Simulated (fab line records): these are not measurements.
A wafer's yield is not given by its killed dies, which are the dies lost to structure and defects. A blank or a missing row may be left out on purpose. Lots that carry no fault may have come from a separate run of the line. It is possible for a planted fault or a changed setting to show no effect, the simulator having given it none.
Which tool did it? || flow gf180mcu || 13 lots, 39 wafers sampled, at 2 steps of a route of 602

WHAT THE GAUGES SHOWED, per wafer
GF_V5_THK_MEAS_25: measures by xrf. Usual: for V5_W_THK the level is 349 nm and the standard deviation is 4.7.
{"lot": "L636", "measured": "day 27 19:59", "on": "film-metro-01", "V5_W_THK (nm)": "346 348 352", "flag": ""}
{"lot": "L638", "measured": "day 28 10:47", "on": "film-metro-04", "V5_W_THK (nm)": "354 352 352", "flag": ""}
{"lot": "L639", "measured": "day 28 15:45", "on": "film-metro-02", "V5_W_THK (nm)": "351 346 348", "flag": ""}
{"lot": "L640", "measured": "day 28 23:11", "on": "film-metro-02", "V5_W_THK (nm)": "351 346 346", "flag": ""}
{"lot": "L641", "measured": "day 29 05:58", "on": "film-metro-02", "V5_W_THK (nm)": "346 348 350", "flag": ""}
{"lot": "L645", "measured": "day 30 10:22", "on": "film-metro-04", "V5_W_THK (nm)": "348 347 346", "flag": ""}
{"lot": "L646", "measured": "day 30 21:12", "on": "film-metro-04", "V5_W_THK (nm)": "358 354 352", "flag": ""}
{"lot": "L649", "measured": "day 31 17:41", "on": "film-metro-01", "V5_W_THK (nm)": "337 334 335", "flag": ""}
{"lot": "L650", "measured": "day 31 21:28", "on": "film-metro-04", "V5_W_THK (nm)": "347 343 349", "flag": ""}
{"lot": "L654", "measured": "day 32 21:50", "on": "film-metro-01", "V5_W_THK (nm)": "351 349 355", "flag": ""}
{"lot": "L655", "measured": "day 33 00:54", "on": "film-metro-02", "V5_W_THK (nm)": "351 347 350", "flag": ""}
{"lot": "L656", "measured": "day 33 13:26", "on": "film-metro-02", "V5_W_THK (nm)": "351 358 354", "flag": ""}
{"lot": "L658", "measured": "day 33 19:08", "on": "film-metro-01", "V5_W_THK (nm)": "353 347 352", "flag": ""}

EACH LOT AND THE TOOL THAT RAN IT (in order: tool; ch and the chambers of the sampled wafers; start)
{"lot": "L636", "GF_M4_STRIP_18": "wet-bench-02 ch 3, day 24 02:21"}
{"lot": "L638", "GF_M4_STRIP_18": "wet-bench-03 ch 3, day 24 16:37"}
{"lot": "L639", "GF_M4_STRIP_18": "wet-bench-02 ch 1, day 24 23:39"}
{"lot": "L640", "GF_M4_STRIP_18": "wet-bench-02 ch 2, day 25 07:21"}
{"lot": "L641", "GF_M4_STRIP_18": "wet-bench-01 ch 2, day 25 14:42"}
{"lot": "L645", "GF_M4_STRIP_18": "wet-bench-03 ch 2, day 27 00:01"}
{"lot": "L646", "GF_M4_STRIP_18": "wet-bench-01 ch 1, day 27 10:08"}
{"lot": "L649", "GF_M4_STRIP_18": "wet-bench-01 ch 1, day 28 08:15"}
{"lot": "L650", "GF_M4_STRIP_18": "wet-bench-02 ch 1, day 28 13:34"}
{"lot": "L654", "GF_M4_STRIP_18": "wet-bench-02 ch 0, day 29 18:30"}
{"lot": "L655", "GF_M4_STRIP_18": "wet-bench-02 ch 1, day 29 21:22"}
{"lot": "L656", "GF_M4_STRIP_18": "wet-bench-03 ch 0, day 30 12:18"}
{"lot": "L658", "GF_M4_STRIP_18": "wet-bench-01 ch 0, day 30 17:39"}
- GF_M4_STRIP_18: strips in post etch residue remover, time 1200 s.

WHAT THE TOOLS THEMSELVES READ (means of the sampled wafers that have a number; where no wafer has one, the mark that the record gives instead)
The record holds no such reading with a usual standard deviation.

THE ANSWER, worked out from the rows above alone
Rule: a lot is off if the mean of its wafers that have a number lies more than 3 standard deviations from the usual mean. Also off: a lot with no number at a reading for which 4 or more lots have one. The other lots that the step has rows for count as sound. The gauges are gone through in route order, then the tools' own readings, and for those a lot's mean is taken as printed above. At the first step where some lot is off, the reading lying furthest off is the one used; lots without a number count as furthest.
No lot is off at any reading shown: from this, nothing can be told.

WHAT THE SIMULATOR HAD INSERTED
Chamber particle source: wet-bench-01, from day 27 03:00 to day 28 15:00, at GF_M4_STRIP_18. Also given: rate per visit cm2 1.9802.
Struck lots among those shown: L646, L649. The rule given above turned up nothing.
